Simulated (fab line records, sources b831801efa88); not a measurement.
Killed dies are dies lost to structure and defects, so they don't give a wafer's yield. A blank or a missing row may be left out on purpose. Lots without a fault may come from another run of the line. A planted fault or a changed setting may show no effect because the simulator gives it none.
A struck lot beside a sound one | flow sfq_line | 42 steps out of a route of 325
Sound: wafers L597.3, L597.4, L597.6. Struck: wafer L604.5. (L604.1, L604.4 of the same lot were not struck and are left out.) The cause comes at the end.
At each step with rows: each side's tool, then ch and its chambers, then its first start. Under that, the readings that differ: sound wafers | struck wafers | difference of the means | sigmas: that difference in standard deviations of wafers without a fault.
alike: readings whose means differ by less than 2 such deviations, and words and numbers that are the same on both sides. not compared: withheld readings, readings that some wafer has no value for, bounds like >300 that may hide the same value, and numbers for which the record gives no deviation and whose values overlap.
The two part at a step that has a row with sigmas, a row that says differs or no value, or rows on one side only. Numbers that don't overlap but have no deviation are shown without sigmas and don't part them. A reading that every wafer of one side lacks parts them only if that side has two wafers or more.

first, 6 steps without rows for these wafers: SFQ_TRILAYER_M6_LITHO_COAT_164 (resist thk 62 nm); SFQ_TRILAYER_M6_LITHO_COAT_159 (resist thk 600 nm); SFQ_TRILAYER_M6_LITHO_SOFTBAKE_163; SFQ_TRILAYER_M6_LITHO_EXPOSE_160 (exposes mask M6, target cd 500 nm); SFQ_TRILAYER_M6_LITHO_PEB_162 (peb time 60 s); SFQ_TRILAYER_M6_LITHO_DEVELOP_161 (time 60 s).
SFQ_M6_OVL_MEAS_940:
  sound on overlay-02, day 72 00:10; struck on overlay-02, day 73 12:09
  alike: M6_OVL
SFQ_TRILAYER_M6_BARC_OPEN_METAL_ETCH_206: etches BARC in O2, target depth 125 nm, time 41.7 s.
  sound on rie_metal-04 ch 0,1, day 72 00:13; struck on rie_metal-03 ch 0, day 73 12:11
  alike: drypump_motor_current_A, oes_product_au
  not compared: rf_hours_counter_h
then, 3 steps without rows for these wafers: SFQ_TRILAYER_M6_ETCH_METAL_ETCH_162 (etches Nb in Cl2/Ar, stops on SiO2, target depth 240 nm, time 120 s); SFQ_TRILAYER_M6_STRIP_STRIP_163 (strips in O2); SFQ_TRILAYER_M6_STRIP_SOLV_CLEAN_164 (cleans in NMP, time 600 s).
SFQ_TRILAYER_I6_DEP_PECVD_165: deposits SiO2 from SiH4/N2O, time 111.11 s, target thk 500 nm.
  sound on pecvd-01 ch 0,2, day 72 01:11; struck on pecvd-01 ch 2, day 73 13:09
  alike: heater_power_w, throttle_valve_pct
SFQ_TRILAYER_I6_CMP_CMP_166: polishes SiO2.
  sound on cmp-01 ch 1,3, day 72 02:56; struck on cmp-02 ch 0, day 73 20:32
  reading                                             | sound           | struck | difference | sigmas
  motor_current_A (A)                                 | 8.7 9.2 8.8     | 11.2   | +2.3       | +3
  time_to_endpoint_s (s)                              | 220 235 224     | 289    | +63        | +7
  model.SiO2_of_TRILAYER_I6_DEP_PECVD_165.thk_nm (nm) | 201.6 201.9 201 | 308.8  | +107.3     |
  alike: head_pressure_psi
SFQ_I6_BOW_MEAS_941:
  sound on film_metro-01, day 72 05:28; struck on film_metro-01, day 73 21:32
  alike: I6_BOW
SFQ_TRILAYER_I6_METRO_MEASURE_167:
  sound on film_metro-01, day 72 05:57; struck on film_metro-01, day 73 21:40
  reading     | sound             | struck | difference | sigmas
  thk_nm (nm) | 201.6 202.0 200.8 | 308.5  | +107.0     | +89
then, 6 steps without rows for these wafers: SFQ_TRILAYER_I6_VIA_LITHO_COAT_174 (resist thk 62 nm); SFQ_TRILAYER_I6_VIA_LITHO_COAT_169 (resist thk 650 nm); SFQ_TRILAYER_I6_VIA_LITHO_SOFTBAKE_173; SFQ_TRILAYER_I6_VIA_LITHO_EXPOSE_170 (exposes mask I6, target cd 700 nm); SFQ_TRILAYER_I6_VIA_LITHO_PEB_172 (peb time 60 s); SFQ_TRILAYER_I6_VIA_LITHO_DEVELOP_171 (time 60 s).
SFQ_I6_OVL_MEAS_942:
  sound on overlay-02, day 73 21:46; struck on overlay-02, day 74 19:21
  alike: I6_OVL
then, 1 step without rows for these wafers: SFQ_TRILAYER_I6_VIA_BARC_OPEN_VIA_ETCH_235 (etches BARC in O2, target depth 125 nm, time 41.7 s).
SFQ_TRILAYER_I6_VIA_ETCH_VIA_ETCH_172: etches SiO2 in CHF3, stops on Nb, target depth 260 nm.
  sound on rie_diel-01 ch 0,1,3, day 73 21:50; struck on rie_diel-02 ch 2, day 74 19:26
  reading                        | sound             | struck | difference | sigmas
  oes_product_au (a.u.)          | 0.860 0.859 0.863 | 0.996  | +0.135     | +27
  model.I6.feature_depth_nm (nm) | 201.6 201.9 201   | 260.9  | +59.4      |
  model.etch.depth_nm (nm)       | 201.6 201.9 201   | 260.9  | +59.4      |
  alike: drypump_motor_current_A
SFQ_TRILAYER_I6_VIA_STRIP_STRIP_173: strips in O2.
  sound on rie_metal-02 ch 0,1, day 73 22:08; struck on rie_metal-03 ch 1, day 74 19:32
  alike: drypump_motor_current_A, oes_product_au
  not compared: rf_hours_counter_h
then, 1 step without rows for these wafers: SFQ_TRILAYER_I6_VIA_STRIP_SOLV_CLEAN_174 (cleans in NMP, time 600 s).
SFQ_TRILAYER_M7_DEP_PRE_CLEAN_176: time 22.5 s.
  sound on pvd_sputter-04, day 73 22:44; struck on pvd_sputter-03, day 74 20:19
  reading                                             | sound             | struck | difference | sigmas
  model.SiO2_of_TRILAYER_I6_DEP_PECVD_165.thk_nm (nm) | 194.1 194.4 193.5 | 301.3  | +107.3     |
then, 1 step without rows for these wafers: SFQ_TRILAYER_M7_DEP_SPUTTER_175 (material Nb, target thk 200 nm, time 133.3 s).
SFQ_M7_RS_MEAS_943: measures by four-point-probe.
  sound on film_metro-03, day 73 22:53; struck on film_metro-01, day 74 20:26
  alike: M7_NB_RS
then, 6 steps without rows for these wafers: SFQ_TRILAYER_M7_LITHO_COAT_182 (resist thk 62 nm); SFQ_TRILAYER_M7_LITHO_COAT_177 (resist thk 600 nm); SFQ_TRILAYER_M7_LITHO_SOFTBAKE_181; SFQ_TRILAYER_M7_LITHO_EXPOSE_178 (exposes mask M7, target cd 500 nm); SFQ_TRILAYER_M7_LITHO_PEB_180 (peb time 60 s); SFQ_TRILAYER_M7_LITHO_DEVELOP_179 (time 60 s).
-- the record jumps here: 4 days lie between the struck wafers' starts before and after --
SFQ_M7_OVL_MEAS_945:
  sound on overlay-01, day 77 10:59; struck on overlay-01, day 78 09:47
  alike: M7_OVL
SFQ_TRILAYER_M7_BARC_OPEN_METAL_ETCH_229: etches BARC in O2, target depth 125 nm, time 41.7 s.
  sound on rie_metal-01 ch 0,1, day 77 11:02; struck on rie_metal-03 ch 0, day 78 09:49
  alike: drypump_motor_current_A, oes_product_au
  not compared: rf_hours_counter_h
SFQ_TRILAYER_M7_ETCH_METAL_ETCH_180: etches Nb in Cl2/Ar, stops on SiO2, target depth 240 nm, time 120 s.
  sound on rie_metal-01 ch 0,1, day 77 11:07; struck on rie_metal-03 ch 0, day 78 09:52
  alike: drypump_motor_current_A, oes_product_au
  not compared: rf_hours_counter_h
then, 3 steps without rows for these wafers: SFQ_TRILAYER_M7_STRIP_STRIP_181 (strips in O2); SFQ_TRILAYER_M7_STRIP_SOLV_CLEAN_182 (cleans in NMP, time 600 s); SFQ_TRILAYER_I7_DEP_PECVD_183 (deposits SiO2 from SiH4/N2O, time 111.11 s, target thk 500 nm).
SFQ_M8_BOW_MEAS_951:
  sound on film_metro-02, day 78 06:50; struck on film_metro-03, day 79 02:20
  reading                 | sound             | struck | difference | sigmas
  model.etest.i6.link_ohm | 1.887 1.875 1.874 | 1e+06  | +1e+06     |
  alike: M8_BOW

WHERE THEY PART
First at SFQ_TRILAYER_I6_CMP_CMP_166; last, within this record, at SFQ_TRILAYER_I6_VIA_ETCH_VIA_ETCH_172. Later steps at which nothing parts them and some readings are alike: SFQ_TRILAYER_I6_VIA_STRIP_STRIP_173, SFQ_M7_RS_MEAS_943, SFQ_M7_OVL_MEAS_945, SFQ_TRILAYER_M7_BARC_OPEN_METAL_ETCH_229, SFQ_TRILAYER_M7_ETCH_METAL_ETCH_180, SFQ_M8_BOW_MEAS_951.

WHY: what the simulator had put in
Process parameter drift: cmp-02, from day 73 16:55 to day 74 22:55, at SFQ_TRILAYER_I6_CMP_CMP_166. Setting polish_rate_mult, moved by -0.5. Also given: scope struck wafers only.
